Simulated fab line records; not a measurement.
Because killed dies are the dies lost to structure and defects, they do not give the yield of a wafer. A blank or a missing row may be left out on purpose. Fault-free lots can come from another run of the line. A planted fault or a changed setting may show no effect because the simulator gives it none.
Struck lot and sound lot, side by side -- flow sky130 -- 17 steps out of a route of 708
Sound: the wafers L355.2, L355.5, L355.6. Wafers struck: L364.2, L364.4, L364.5. The cause comes at the end.
Per side, at each step with rows, come the tool, then ch with its chambers, and then its first start. Under that, the readings that differ: sound wafers -- struck wafers -- difference of the means -- sigmas: that difference in standard deviations of wafers without a fault.
alike: readings whose means differ by less than 2 such deviations, and words and numbers that are the same on both sides. not compared: withheld readings, readings that some wafer has no value for, bounds like >300 that may hide the same value, and numbers for which the record gives no deviation and whose values overlap.
A row with sigmas, a row that says differs or no value, or rows on one side alone: a step with any of these is where the two part. Numbers that don't overlap but have no deviation are shown without sigmas and don't part them. A reading that every wafer of one side lacks parts them only if that side has two wafers or more.

first, 1 step without rows for these wafers: SKY_VT_ADJUST_NCORE_IMPLANT_09.
SKY_VT_ADJUST_NCORE_STRIP_10: strips in O2/N2.
  sound on plasma_asher-03 ch 0,1, day 9 03:40; struck on plasma_asher-04 ch 0,1, day 11 22:52
reading,sound,struck,difference,sigmas
strip_time_to_endpoint_s (s),14.21 14.24 14.19,14.12 14.12 14.12,-0.09,-2
  alike: drypump_motor_current_A, oes_product_au
  not compared: rf_hours_counter_h
SKY_VT_ADJUST_NCORE_TW_MEAS_11:
  struck on film_metro-02, day 11 22:58; sound on film_metro-03, day 9 03:46
reading,sound,struck,difference,sigmas
VT_ADJUST_NCORE_TW,222.9 222.8 222.4,216.6 217.4 218.3,-5.3,-2
then, 7 steps without rows for these wafers: SKY_VT_ADJUST_HVTR_DEHYDRATE_00 (time 60 s); SKY_VT_ADJUST_HVTR_HMDS_01 (prime time 60 s); SKY_VT_ADJUST_HVTR_COAT_02 (resist thk 1140 nm); SKY_VT_ADJUST_HVTR_SOFTBAKE_03 (time 60 s); SKY_VT_ADJUST_HVTR_EXPOSE_04 (exposes mask HVTRM, target cd 380 nm); SKY_VT_ADJUST_HVTR_PEB_05; SKY_VT_ADJUST_HVTR_DEVELOP_06 (develop time 60 s).
SKY_VT_ADJUST_HVTR_CD_MEAS_07 targets a cd of 380 nm.
  struck on cd_sem-01, day 12 23:21; sound on cd_sem-02, day 10 00:51
  alike: cd_nm
SKY_VT_ADJUST_HVTR_OVL_MEAS_08:
  struck on overlay-02, day 12 23:28; sound on overlay-02, day 10 00:58
  alike: VT_ADJUST_HVTR_OVL
SKY_VT_ADJUST_HVTR_IMPLANT_09:
  sound on implanter-01 ch 0, day 10 01:01; struck on implanter-04 ch 0, day 12 23:31
reading,sound,struck,difference,sigmas
dose_ions_cm2,2.0984e+12 2.1003e+12 2.1044e+12,1.6405e+12 1.6388e+12 1.6448e+12,-4.5967e+11,-99 or more
faraday_current_uA,11.86 11.79 12.10,9.25 8.98 9.32,-2.73,-11
  alike: end_station_pressure_torr
SKY_VT_ADJUST_HVTR_STRIP_10: strips in O2/N2.
  sound on plasma_asher-03 ch 0,1, day 10 01:08; struck on plasma_asher-04 ch 0, day 12 23:38
  alike: drypump_motor_current_A, oes_product_au, strip_time_to_endpoint_s
  not compared: rf_hours_counter_h
SKY_VT_ADJUST_HVTR_TW_MEAS_11:
  struck on film_metro-04, day 12 23:45; sound on film_metro-03, day 10 01:15
reading,sound,struck,difference,sigmas
VT_ADJUST_HVTR_TW,215 214 214,198 198 198,-16,-4
then, 1 step without rows for these wafers: SKY_VT_ADJUST_PCH_DEHYDRATE_00 (time 60 s).
-- record jumps: 36 days separate the struck wafers' starts on either side; left off in module VT_ADJUST_PCH, taken up again in module PAD_OPEN, whose first shown step is the route's number 708 --
SKY_PAD_OPEN_PROBE_99:
  struck on prober-02, day 48 14:43; sound on prober-01, day 46 10:40
reading,sound,struck,difference,sigmas
model.etest.pfet_01v8_mvt.drive_ua_um,151.3 155.8 153.8,148.7 147.7 149.3,-5.1,
model.etest.pfet_01v8_mvt.off_log10_a_um,-10.42 -10.35 -10.34,-11.19 -11.13 -11.29,-0.83,
model.etest.pfet_01v8_mvt.vt_sat_v (V),-0.5497 -0.5374 -0.5471,-0.6071 -0.6087 -0.6112,-0.0643,
model.etest.pfet_01v8_mvt.vt_v (V),-0.6371 -0.6262 -0.6325,-0.6892 -0.6881 -0.6918,-0.0578,
model.etest.pfet_01v8_mvt.vt_long_v (V),-0.8402 -0.8288 -0.8355,-0.8942 -0.8948 -0.8949,-0.0598,
  alike: killed_at_M0_to_M3, killed_at_M4_up, killed_at_contacts, killed_at_front_end, killed_at_other, killed_dies, killed_open, killed_short

WHERE THEY PART
First at SKY_VT_ADJUST_NCORE_STRIP_10; last, within this record, at SKY_VT_ADJUST_HVTR_TW_MEAS_11. Later steps at which nothing parts them and some readings are alike: SKY_PAD_OPEN_PROBE_99.

WHY: the cause the simulator had injected
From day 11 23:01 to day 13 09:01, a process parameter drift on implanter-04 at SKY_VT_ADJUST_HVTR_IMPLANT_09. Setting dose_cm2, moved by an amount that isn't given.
